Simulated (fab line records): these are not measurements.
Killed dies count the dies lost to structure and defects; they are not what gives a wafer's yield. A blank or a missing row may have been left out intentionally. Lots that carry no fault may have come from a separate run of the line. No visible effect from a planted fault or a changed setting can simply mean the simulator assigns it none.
Which tool was responsible? / flow gf180mcu / route of 602 steps, sampled at 1 step: 7 lots, 21 wafers

WHAT THE GAUGES READ, wafer by wafer
GF_STI_THK_MEAS_02.
lot=L402; measured=day 1 21:52; on=film_metro-01; STI_OXIDATION_THK (nm)=9.75 9.78 9.84
lot=L409; measured=day 3 08:52; on=film_metro-01; STI_OXIDATION_THK (nm)=9.87 9.82 9.92
lot=L413; measured=day 4 04:39; on=film_metro-04; STI_OXIDATION_THK (nm)=9.66 9.89 9.78
lot=L417; measured=day 5 01:31; on=film_metro-03; STI_OXIDATION_THK (nm)=9.98 9.94 10.05
lot=L419; measured=day 5 10:32; on=film_metro-03; STI_OXIDATION_THK (nm)=9.80 10.03 9.84
lot=L421; measured=day 5 20:31; on=film_metro-01; STI_OXIDATION_THK (nm)=9.77 9.74 9.85
lot=L423; measured=day 6 06:31; on=film_metro-04; STI_OXIDATION_THK (nm)=9.91 10.01 10.08

WHICH TOOL RAN EACH LOT (tool, then ch and the chambers of the sampled wafers, then the start)
The record holds no process step before these readings.

THE ANSWER, worked out from the rows above alone
Rule: usual is defined by the lots themselves. Put in order of their means at a reading, lots are off if they are a third of the lots or fewer, leave a main group of 4 or more, and stand apart from it by a gap of 3 or more times the standard deviation of the main group's means; of several such gaps the widest counts. A main group is skipped when, at the precision printed for the reading in the tables above, its means are all equal. Also off: a lot with no number at a reading for which 4 or more lots have one. The other lots that the step has rows for count as sound.
No lot is off at any reading shown: from this, nothing can be told.

WHAT THE SIMULATOR HAD INSERTED
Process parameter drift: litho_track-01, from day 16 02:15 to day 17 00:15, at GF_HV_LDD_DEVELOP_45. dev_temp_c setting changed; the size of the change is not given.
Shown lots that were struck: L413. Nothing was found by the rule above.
